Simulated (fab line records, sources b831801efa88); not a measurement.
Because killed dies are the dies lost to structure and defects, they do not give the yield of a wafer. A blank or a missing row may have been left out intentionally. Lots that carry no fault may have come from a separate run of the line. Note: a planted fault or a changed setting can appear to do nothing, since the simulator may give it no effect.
Problem report in the 8D (eight disciplines) form, filled by code | flow gf180mcu | the parts of the form that need people (team, actions taken, sign-off) are left out

== 1. PROBLEM STATEMENT ==
Wafers free of any fault read 16.4 ohm/sq (standard deviation 0.34) for SALICIDE_TIN_RS at GF_SALICIDE_RS_MEAS_04, against a mean of 11.1 ohm/sq on 2 wafers of 2 lots. That puts it -15 standard deviations away from the usual mean.
The step: measures by four-point-probe.
Seen first at day 19 06:32 on film_metro-03, wafer L252.2. Wafers with a number at this step in the record: 41, from 14 lots. Rule for "out" (also "out of limits"): further than 4 standard deviations from the usual mean. The rest of the wafers with a number are treated as sound.

== 2. WHAT THIS IS AND IS NOT ==
question                    | is                | is not
which readings at this step | SALICIDE_TIN_RS   | -
which lots                  | L252, L255        | L241, L242, L243, L244, L246, L248, L249, L250, L251, L261, L263, L264
which wafers of those lots  | L252.2, L255.4    | L252.5, L252.6, L255.3
read on which gauges        | film_metro-03     | film_metro-01, film_metro-02
when                        | from day 19 06:32 | up to then (29 sound wafers); but 10 sound wafers of L255, L261, L263, L264 came after

== 3. SUSPECTS, AND WHAT RULES EACH OUT ==
Counting: any tool at a process step up to the reading remains a suspect provided it ran every lot that is out. Sound lots after the first of them don't rule it out here, since some wafers of a struck lot are sound.
- the gauge at GF_SALICIDE_RS_MEAS_04: kept. All the wafers that are out were read on film_metro-03, and no step on other tools shows them out.
- pvd_sputter-03 at GF_SALICIDE_SPUTTER_02 (material Co, target thk 10 nm, time 20 s): kept. Ran every lot that is out, first one L252 (day 19 06:27); last sound lot up to then L251 (day 18 20:19).
Remaining after the count are pvd_sputter-03 at GF_SALICIDE_SPUTTER_02 and film_metro-03 at GF_SALICIDE_RS_MEAS_04.

== 4. THE CAUSE (what the simulator had put in) ==
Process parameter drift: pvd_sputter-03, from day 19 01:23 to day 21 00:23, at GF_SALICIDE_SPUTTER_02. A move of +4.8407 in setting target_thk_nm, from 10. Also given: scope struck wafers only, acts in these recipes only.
2 suspects survive the count, and this tool is in that group.

== 5. THE EFFECT CHAIN, in route order ==
One row per reading whose mean, taken over the struck wafers that have a number, lies over 3 standard deviations from the usual. Readings are gone through only where the record gives a usual standard deviation; hours: the median, over the lots, of the time from a lot's start at the first step in this table giving one to that lot's start at this step; sigmas: the change measured in usual standard deviations.
hours | step                   | reading         | usual       | on struck wafers | change | sigmas
0     | GF_SALICIDE_RS_MEAS_04 | SALICIDE_TIN_RS | 16.4 ohm/sq | 11.1             | -5.2   | -15

== 6. WHAT WOULD HAVE CAUGHT IT SOONER ==
Counted from the fault's start at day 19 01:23, it took 5 hours until the first out-of-limits reading at a measuring or inspecting step in this record, taken at day 19 06:32.
Of the tool readings at GF_SALICIDE_SPUTTER_02 for which the record gives a usual standard deviation, none was out on any struck wafer, so an alarm limit of 4 standard deviations on them would not have fired.
Of the lots that are out (2), L255 began GF_SALICIDE_SPUTTER_02 on pvd_sputter-03 after day 19 06:32. Had the tool been put on hold then, it would have been spared.
